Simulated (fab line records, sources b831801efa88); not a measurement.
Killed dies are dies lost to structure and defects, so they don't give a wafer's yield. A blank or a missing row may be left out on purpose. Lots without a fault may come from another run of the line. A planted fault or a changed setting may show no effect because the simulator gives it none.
Which tool did it? | flow sfq_line | 15 lots, 45 wafers sampled, at 1 step of a route of 325

WHAT THE GAUGES READ, wafer by wafer
SFQ_I5_OVL_MEAS_936.
lot  | measured     | on         | I5_OVL (nm)
L999 | day 66 01:40 | overlay-01 | -10 -1 -4
L100 | day 66 07:56 | overlay-01 | 1 -3 -5
L102 | day 67 03:55 | overlay-02 | -4 -4 -6
L103 | day 67 07:31 | overlay-01 | -5 -8 1
L104 | day 67 20:54 | overlay-01 | -5 -6 -10
L105 | day 67 22:06 | overlay-01 | -7 2 -11
L106 | day 71 17:16 | overlay-01 | 5 4 1
L108 | day 72 22:00 | overlay-02 | -4 -6 -5
L111 | day 73 06:23 | overlay-02 | 5 5 8
L114 | day 73 16:08 | overlay-02 | 7 1 1
L115 | day 73 18:31 | overlay-02 | -10 -12 -10
L117 | day 73 22:07 | overlay-02 | -2 1 -1
L118 | day 74 00:31 | overlay-02 | 1 5 -4
L119 | day 74 02:55 | overlay-02 | -1 -2 0
L120 | day 74 06:38 | overlay-02 | -2 1 -3

WHICH TOOL RAN EACH LOT (tool, then ch and the chambers of the sampled wafers, then the start)
The record holds no process step before these readings.

WHAT THE TOOLS THEMSELVES READ (means of the sampled wafers that have a number; where no wafer has one, the mark that the record gives instead)
The record holds no such reading with a usual standard deviation.

THE ANSWER, worked out from the rows above alone
Rule: what is usual is taken from the lots themselves. Put in order of their means at a reading, lots are off if they are a third of the lots or fewer, leave a main group of 4 or more, and stand apart from it by a gap of 3 or more times the standard deviation of the main group's means; of several such gaps the widest counts. A main group whose means are all the same, to the digits that the tables above print for the reading, isn't used. A lot without any number at a reading at which 4 lots or more have one is off too. The other lots that the step has rows for count as sound. The gauges are gone through in route order, then the tools' own readings, and for those a lot's mean is taken as printed above. The first step at which some lot is off is used, and at that step the reading that is off furthest; a lot without a number counts as furthest.
No lot is off at any reading shown: from this, nothing can be told.

WHAT THE SIMULATOR HAD PUT IN
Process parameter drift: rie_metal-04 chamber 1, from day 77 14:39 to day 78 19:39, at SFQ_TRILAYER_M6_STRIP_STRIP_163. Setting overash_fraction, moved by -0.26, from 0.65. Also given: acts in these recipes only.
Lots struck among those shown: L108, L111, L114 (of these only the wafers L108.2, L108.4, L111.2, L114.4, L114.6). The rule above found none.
